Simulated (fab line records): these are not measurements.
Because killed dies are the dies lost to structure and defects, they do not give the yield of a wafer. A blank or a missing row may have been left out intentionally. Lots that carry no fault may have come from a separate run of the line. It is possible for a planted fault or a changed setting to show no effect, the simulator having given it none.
Which tool is to blame? :: flow gf180mcu :: Sampling: 15 lots, 42 wafers, 4 of 602 route steps

== WHAT THE GAUGES SHOWED, per wafer ==
GF_STI_THK_MEAS_22. Usual: STI_OXIDATION_01_THK gives 14.96 nm (standard deviation 0.27).
lot: L807
measured: day 2 08:29
on: film_metro-01
STI_OXIDATION_01_THK (nm): 14.63 14.60 14.89
flag: 

lot: L808
measured: day 2 14:39
on: film_metro-03
STI_OXIDATION_01_THK (nm): 15.37 15.22 15.46
flag: 

lot: L810
measured: day 3 00:26
on: film_metro-03
STI_OXIDATION_01_THK (nm): 14.60 14.74 14.87
flag: 

lot: L812
measured: day 3 10:28
on: film_metro-03
STI_OXIDATION_01_THK (nm): 14.60 14.80
flag: 

lot: L814
measured: day 3 22:37
on: film_metro-03
STI_OXIDATION_01_THK (nm): 14.87 14.94
flag: 

lot: L815
measured: day 4 02:41
on: film_metro-01
STI_OXIDATION_01_THK (nm): 14.29 14.81
flag: 

lot: L821
measured: day 5 09:36
on: film_metro-03
STI_OXIDATION_01_THK (nm): 14.83 14.95 14.99
flag: 

lot: L822
measured: day 5 14:02
on: film_metro-04
STI_OXIDATION_01_THK (nm): 15.27 15.02 15.25
flag: 

lot: L823
measured: day 5 18:51
on: film_metro-01
STI_OXIDATION_01_THK (nm): 15.14 15.13 15.16
flag: 

lot: L824
measured: day 6 01:17
on: film_metro-01
STI_OXIDATION_01_THK (nm): 14.92 14.83 14.98
flag: 

lot: L825
measured: day 6 05:53
on: film_metro-04
STI_OXIDATION_01_THK (nm): 14.94 14.77 15.02
flag: 

lot: L826
measured: day 6 11:08
on: film_metro-03
STI_OXIDATION_01_THK (nm): 15.01 15.25 15.21
flag: 

lot: L827
measured: day 6 17:26
on: film_metro-01
STI_OXIDATION_01_THK (nm): 15.35 15.39 15.14
flag: 

lot: L828
measured: day 6 22:20
on: film_metro-03
STI_OXIDATION_01_THK (nm): 15.24 15.26 15.20
flag: 

lot: L829
measured: day 7 02:08
on: film_metro-01
STI_OXIDATION_01_THK (nm): 14.66 14.75 14.72
flag: 

GF_NWELL_OVL_MEAS_07. Usual: NWELL_OVL gives 0.4 nm (standard deviation 1.6).
lot: L807
measured: day 3 14:25
on: overlay-02
NWELL_OVL (nm): 0.8 0.8 1.3
flag: 

lot: L808
measured: day 3 19:55
on: overlay-02
NWELL_OVL (nm): 0.1 0.2 0.5
flag: 

lot: L810
measured: day 4 06:08
on: overlay-02
NWELL_OVL (nm): -1.6 -1.5 -3.1
flag: 

lot: L812
measured: day 4 17:21
on: overlay-02
NWELL_OVL (nm): -2.0 0.2
flag: 

lot: L814
measured: day 5 06:29
on: overlay-02
NWELL_OVL (nm): 0.9 1.3
flag: 

lot: L815
measured: day 5 10:38
on: overlay-02
NWELL_OVL (nm): 0.2 -1.6
flag: 

lot: L821
measured: day 6 19:23
on: overlay-02
NWELL_OVL (nm): 0.4 -2.8 -1.6
flag: 

lot: L822
measured: day 7 00:37
on: overlay-01
NWELL_OVL (nm): 0.6 0.2 -0.6
flag: 

lot: L823
measured: day 7 06:31
on: overlay-01
NWELL_OVL (nm): 1.2 1.1 1.0
flag: 

lot: L824
measured: day 7 11:31
on: overlay-01
NWELL_OVL (nm): 3.0 1.6 1.2
flag: 

lot: L825
measured: day 7 16:44
on: overlay-01
NWELL_OVL (nm): -1.8 -0.8 -1.0
flag: 

lot: L826
measured: day 7 22:35
on: overlay-01
NWELL_OVL (nm): 0.5 -0.6 -1.8
flag: 

lot: L827
measured: day 8 05:17
on: overlay-02
NWELL_OVL (nm): -0.5 0.1 0.9
flag: 

lot: L828
measured: day 8 10:41
on: overlay-02
NWELL_OVL (nm): 0.1 -0.4 -0.1
flag: 

lot: L829
measured: day 8 14:59
on: overlay-01
NWELL_OVL (nm): 3.9 3.3 4.4
flag: 

GF_VT_IMPLANT_OVL_MEAS_07. Usual: VT_IMPLANT_OVL gives 1.1 nm (standard deviation 1.2).
lot: L807
measured: day 6 01:43
on: overlay-02
VT_IMPLANT_OVL (nm): 3.6 0.7 3.8
flag: 

lot: L808
measured: day 6 07:13
on: overlay-02
VT_IMPLANT_OVL (nm): -0.8 0.5 0.4
flag: 

lot: L810
measured: day 6 19:02
on: overlay-01
VT_IMPLANT_OVL (nm): 0.7 1.1 1.2
flag: 

lot: L812
measured: day 7 08:51
on: overlay-01
VT_IMPLANT_OVL (nm): 2.6 0.8
flag: 

lot: L814
measured: day 8 00:23
on: overlay-01
VT_IMPLANT_OVL (nm): 0.6 0.2
flag: 

lot: L815
measured: day 8 02:56
on: overlay-02
VT_IMPLANT_OVL (nm): 0.4 0.8
flag: 

lot: L821
measured: day 9 16:32
on: overlay-02
VT_IMPLANT_OVL (nm): 0.1 -0.6 1.5
flag: 

lot: L822
measured: day 9 21:59
on: overlay-01
VT_IMPLANT_OVL (nm): 1.1 0.6 2.0
flag: 

lot: L823
measured: day 10 03:44
on: overlay-01
VT_IMPLANT_OVL (nm): 1.3 0.0 2.7
flag: 

lot: L824
measured: day 10 10:25
on: overlay-01
VT_IMPLANT_OVL (nm): 1.6 1.5 2.0
flag: 

lot: L825
measured: day 10 16:56
on: overlay-02
VT_IMPLANT_OVL (nm): 0.5 1.8 -0.7
flag: 

lot: L826
measured: day 10 23:14
on: overlay-01
VT_IMPLANT_OVL (nm): 3.3 3.2 3.5
flag: 

lot: L827
measured: day 11 05:53
on: overlay-01
VT_IMPLANT_OVL (nm): 3.3 1.7 2.5
flag: 

lot: L828
measured: day 11 11:32
on: overlay-02
VT_IMPLANT_OVL (nm): 0.0 -0.4 -0.1
flag: 

lot: L829
measured: day 11 17:47
on: overlay-01
VT_IMPLANT_OVL (nm): 1.4 2.1 -0.3
flag: 

== WHICH TOOL RAN EACH LOT (tool, then ch and the chambers of the sampled wafers, then the start) ==
lot: L807
GF_MVPSD_DEHYDRATE_00: litho_track-02 ch 0, day 5 02:32

lot: L808
GF_MVPSD_DEHYDRATE_00: litho_track-02 ch 0, day 5 07:23

lot: L810
GF_MVPSD_DEHYDRATE_00: litho_track-03 ch 0, day 5 19:05

lot: L812
GF_MVPSD_DEHYDRATE_00: litho_track-02 ch 0, day 6 07:59

lot: L814
GF_MVPSD_DEHYDRATE_00: litho_track-02 ch 0, day 6 21:46

lot: L815
GF_MVPSD_DEHYDRATE_00: litho_track-02 ch 0, day 7 01:22

lot: L821
GF_MVPSD_DEHYDRATE_00: litho_track-04 ch 0, day 8 13:18

lot: L822
GF_MVPSD_DEHYDRATE_00: litho_track-03 ch 0, day 8 18:56

lot: L823
GF_MVPSD_DEHYDRATE_00: litho_track-03 ch 0, day 9 00:26

lot: L824
GF_MVPSD_DEHYDRATE_00: litho_track-02 ch 0, day 9 06:31

lot: L825
GF_MVPSD_DEHYDRATE_00: litho_track-03 ch 0, day 9 12:08

lot: L826
GF_MVPSD_DEHYDRATE_00: litho_track-02 ch 0, day 9 18:25

lot: L827
GF_MVPSD_DEHYDRATE_00: litho_track-04 ch 0, day 10 01:09

lot: L828
GF_MVPSD_DEHYDRATE_00: litho_track-04 ch 0, day 10 06:24

lot: L829
GF_MVPSD_DEHYDRATE_00: litho_track-04 ch 0, day 10 12:30
- GF_MVPSD_DEHYDRATE_00: time 60 s.

== WHAT THE TOOLS THEMSELVES READ (means of the sampled wafers that have a number; where no wafer has one, the mark that the record gives instead) ==
GF_MVPSD_DEHYDRATE_00. Usual: run_length_s 89.07 s, standard deviation 0.14.
lot: L807
tool: litho_track-02
run_length_s (s): 88.92
flag: 

lot: L808
tool: litho_track-02
run_length_s (s): 89.00
flag: 

lot: L810
tool: litho_track-03
run_length_s (s): 89.11
flag: 

lot: L812
tool: litho_track-02
run_length_s (s): 94.34
flag: OFF

lot: L814
tool: litho_track-02
run_length_s (s): 99.82
flag: OFF

lot: L815
tool: litho_track-02
run_length_s (s): 99.81
flag: OFF

lot: L821
tool: litho_track-04
run_length_s (s): 89.16
flag: 

lot: L822
tool: litho_track-03
run_length_s (s): 89.01
flag: 

lot: L823
tool: litho_track-03
run_length_s (s): 89.04
flag: 

lot: L824
tool: litho_track-02
run_length_s (s): 89.09
flag: 

lot: L825
tool: litho_track-03
run_length_s (s): 89.00
flag: 

lot: L826
tool: litho_track-02
run_length_s (s): 88.98
flag: 

lot: L827
tool: litho_track-04
run_length_s (s): 89.27
flag: 

lot: L828
tool: litho_track-04
run_length_s (s): 89.14
flag: 

lot: L829
tool: litho_track-04
run_length_s (s): 89.09
flag: 

== THE ANSWER, worked out from the rows above alone ==
Rule: lot off if the mean of its wafers having a number is beyond 3 standard deviations from the usual mean. A lot without any number at a reading at which 4 lots or more have one is off too. Any other lot the step has rows for is counted as sound. The gauges are gone through in route order, then the tools' own readings, and for those a lot's mean is taken as printed above. At the first step where some lot is off, the reading lying furthest off is the one used; lots without a number count as furthest.
Off, at GF_MVPSD_DEHYDRATE_00 on run_length_s: L812, L814, L815.
If a tool, at that step or one of the process steps before it, ran each lot that is off and ran no sound lot following the first of them, it fits. Not one of the candidates tried fits.

== WHAT WAS PUT IN BY THE SIMULATOR ==
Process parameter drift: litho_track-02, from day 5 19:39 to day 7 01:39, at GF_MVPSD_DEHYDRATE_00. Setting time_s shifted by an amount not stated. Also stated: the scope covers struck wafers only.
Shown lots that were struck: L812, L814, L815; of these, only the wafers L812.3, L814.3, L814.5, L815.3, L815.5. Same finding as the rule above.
